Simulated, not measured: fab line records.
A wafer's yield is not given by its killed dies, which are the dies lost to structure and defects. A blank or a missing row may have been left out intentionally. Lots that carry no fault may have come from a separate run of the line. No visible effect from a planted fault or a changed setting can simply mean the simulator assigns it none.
Problem report in the 8D (eight disciplines) form, filled by code / flow sfq line / the parts of the form that need people (team, actions taken, sign-off) are left out

1. PROBLEM STATEMENT
At SFQ_TRILAYER_L0_VIA_ETCH_VIA_ETCH_016, oes product au averages 0.630 a.u. over 2 wafers from 2 lots, while fault-free wafers read 0.842 a.u., standard deviation 0.0092. Measured from the usual mean, that is -23 standard deviations.
The step: etches SiO2 in CHF3, stops on MoNx KI, target depth 80 nm.
First seen on wafer L591.4, day 10 17:10, on rie diel-03. The record holds 42 wafers of 14 lots with a number at this step. The rule behind "out" and "out of limits": a value lying over 4 standard deviations away from the usual mean. All remaining wafers that have a number are taken as sound.

2. WHAT IT IS, WHAT IT ISN'T
question=which readings at this step | is=oes product au | is not=chamber pressure mTorr, drypump motor current A
question=which lots | is=L591, L594 | is not=L582, L583, L584, L586, L587, L588, L589, L590, L600, L602, L603, L604
question=which wafers of those lots | is=L591.4, L594.3 | is not=L591.5, L591.6, L594.1, L594.6
question=read on which tools | is=rie diel-03 | is not=rie diel-01, rie diel-02
question=when | is=from day 10 17:10 | is not=up to then (26 sound wafers); but 14 sound wafers of L594, L600, L602, L603, L604 came after

3. THE SUSPECTS, EACH WITH WHAT RULES IT OUT
Counting: any tool at a process step up to the reading remains a suspect provided it ran every lot that is out. Sound lots after the first of them don't rule it out here, since some wafers of a struck lot are sound.
- pecvd-03 at SFQ_TRILAYER_L0_CAP_PECVD_011 (deposits SiO2 from SiH4/N2O, time 13.333 s, target thk 60 nm): kept. It processed each lot that is out (first: L591, day 6 13:26); up to then, its last sound lot is L589 (day 6 04:32).
- rie diel-03 at SFQ_TRILAYER_L0_VIA_BARC_OPEN_VIA_ETCH_021 (etches BARC in O2, target depth 125 nm, time 41.7 s): kept. It ran every lot that is out, first L591 (day 10 17:07).
- rie diel-03 at SFQ_TRILAYER_L0_VIA_ETCH_VIA_ETCH_016 (etches SiO2 in CHF3, stops on MoNx KI, target depth 80 nm): kept. It ran every lot that is out, first L591 (day 10 17:10). Its own readings are out on those wafers: oes product au.
- Within rie diel-03 at SFQ_TRILAYER_L0_VIA_BARC_OPEN_VIA_ETCH_021: the wafers that are out ran in chambers 1, 2; their sound lot-mates ran in chambers 0, 3.
- Within rie diel-03 at SFQ_TRILAYER_L0_VIA_ETCH_VIA_ETCH_016: the wafers that are out ran in chambers 1, 2; their sound lot-mates ran in chambers 0, 3.
Still standing after the count: pecvd-03 at SFQ_TRILAYER_L0_CAP_PECVD_011, rie diel-03 at SFQ_TRILAYER_L0_VIA_BARC_OPEN_VIA_ETCH_021, rie diel-03 at SFQ_TRILAYER_L0_VIA_ETCH_VIA_ETCH_016.

4. THE CAUSE (what the simulator had put in)
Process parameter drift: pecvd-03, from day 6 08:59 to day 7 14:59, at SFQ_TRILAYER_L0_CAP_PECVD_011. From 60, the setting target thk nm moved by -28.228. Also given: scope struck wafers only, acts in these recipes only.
Counting left 3 suspects, and this tool is among them.

5. SEQUENCE OF EFFECTS, ordered by route
Each row: a reading where the mean over the struck wafers with a number is more than 3 standard deviations away from the usual. Only readings for which the record gives a usual standard deviation are gone through. hours: the time from each lot's start at the first step in this table that gives one to its start at this step, as a median over the lots. sigmas: the change in usual standard deviations.
hours=0; step=SFQ_TRILAYER_L0_VIA_ETCH_VIA_ETCH_016; reading=oes product au; usual=0.842 a.u.; on struck wafers=0.630; change=-0.212; sigmas=-23
Its process steps:
- SFQ_TRILAYER_L0_VIA_ETCH_VIA_ETCH_016: etches SiO2 in CHF3, stops on MoNx KI, target depth 80 nm.
At these later measuring or inspecting steps, every struck wafer for which the step has a row has a number for every such reading, and none has moved that far: SFQ_I0_OVL_MEAS_908.

6. WHAT WOULD HAVE CAUGHT IT SOONER
The fault began at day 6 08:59; the first out-of-limits reading in this record came at day 10 17:10, 104 hours later.
An alarm limit of 4 standard deviations would not have fired on the tool readings at SFQ_TRILAYER_L0_CAP_PECVD_011 for which the record gives a usual standard deviation, since none of them was out on any struck wafer.
By day 10 17:10, every lot that is out (2) had started SFQ_TRILAYER_L0_CAP_PECVD_011 on pecvd-03. Tool hold at that time: it would have spared none of them.
